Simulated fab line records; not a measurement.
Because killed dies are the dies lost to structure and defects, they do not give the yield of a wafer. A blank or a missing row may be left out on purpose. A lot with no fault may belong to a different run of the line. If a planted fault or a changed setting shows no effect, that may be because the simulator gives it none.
Code-filled problem report in 8D (eight disciplines) form	flow gf180mcu	the parts of the form that need people (team, actions taken, sign-off) are left out

== 1. WHAT IS WRONG ==
At GF_DNWELL_STRIP_08, platen temp c averages 258.92 C over 4 wafers from 2 lots, while fault-free wafers read 250.03 C, standard deviation 0.19. Relative to the usual mean, that is a shift of +47 standard deviations.
The step: strips in O2/N2.
Earliest sighting: wafer L690.3 on plasma asher-03 at day 5 22:31. The record holds 39 wafers of 13 lots with a number at this step. Rule for "out", or "out of limits": more than 4 standard deviations from the usual mean. All remaining wafers that have a number are taken as sound.

== 2. WHAT IT IS, AND WHAT IT ISN'T ==
question	is	is not
which readings at this step	platen temp c, oes product au, strip time to endpoint s	drypump motor current A, heater power w
which lots	L690, L692	L676, L678, L679, L681, L682, L683, L685, L693, L694, L696, L697
which wafers of those lots	L690.3, L690.6, L692.2, L692.6	L690.1, L692.4
read on which tools	plasma asher-03	plasma asher-02, plasma asher-04
when	from day 5 22:31	up to then (22 sound wafers); but 13 sound wafers of L692, L693, L694, L696, L697 came after

== 3. WHAT RULES OUT EACH SUSPECT ==
Counting: any tool at a process step up to the reading remains a suspect provided it ran every lot that is out. Sound lots after the first of them don't rule it out here, since some wafers of a struck lot are sound.
- plasma asher-03 at GF_DNWELL_STRIP_08 (strips in O2/N2): kept. Ran every lot that is out, first one L690 (day 5 22:31); last sound lot up to then L681 (day 3 22:23). Its own oes product au, platen temp c, strip time to endpoint s readings are out on those wafers.
- Within plasma asher-03 at GF_DNWELL_STRIP_08: the wafers that are out ran in chamber 0; their sound lot-mates ran in chamber 1.
Left after counting: plasma asher-03 at GF_DNWELL_STRIP_08.

== 4. THE CAUSE (what the simulator had put in) ==
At GF_DNWELL_STRIP_08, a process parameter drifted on plasma asher-03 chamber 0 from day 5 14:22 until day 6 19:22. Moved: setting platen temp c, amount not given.
This tool alone remained once counting was done.

== 5. THE CHAIN OF EFFECTS, in route order ==
Each row: a reading whose mean over the struck wafers that have a number lies more than 3 standard deviations from the usual. Only readings for which the record gives a usual standard deviation are gone through. hours: the time from each lot's start at the first step in this table that gives one to its start at this step, as a median over the lots. sigmas: the change in usual standard deviations.
hours	step	reading	usual	on struck wafers	change	sigmas
0	GF_DNWELL_STRIP_08	oes product au	0.722 a.u.	0.804	+0.082	+18
0	GF_DNWELL_STRIP_08	platen temp c	250.03 C	258.92	+8.89	+47
0	GF_DNWELL_STRIP_08	strip time to endpoint s	36.93 s	31.36	-5.57	-46
It contains these process steps:
- GF_DNWELL_STRIP_08: strips in O2/N2.

== 6. HOW IT WOULD HAVE BEEN CAUGHT EARLIER ==
The fault began at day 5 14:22; the first out-of-limits reading in this record came at day 5 22:31, 8 hours later.
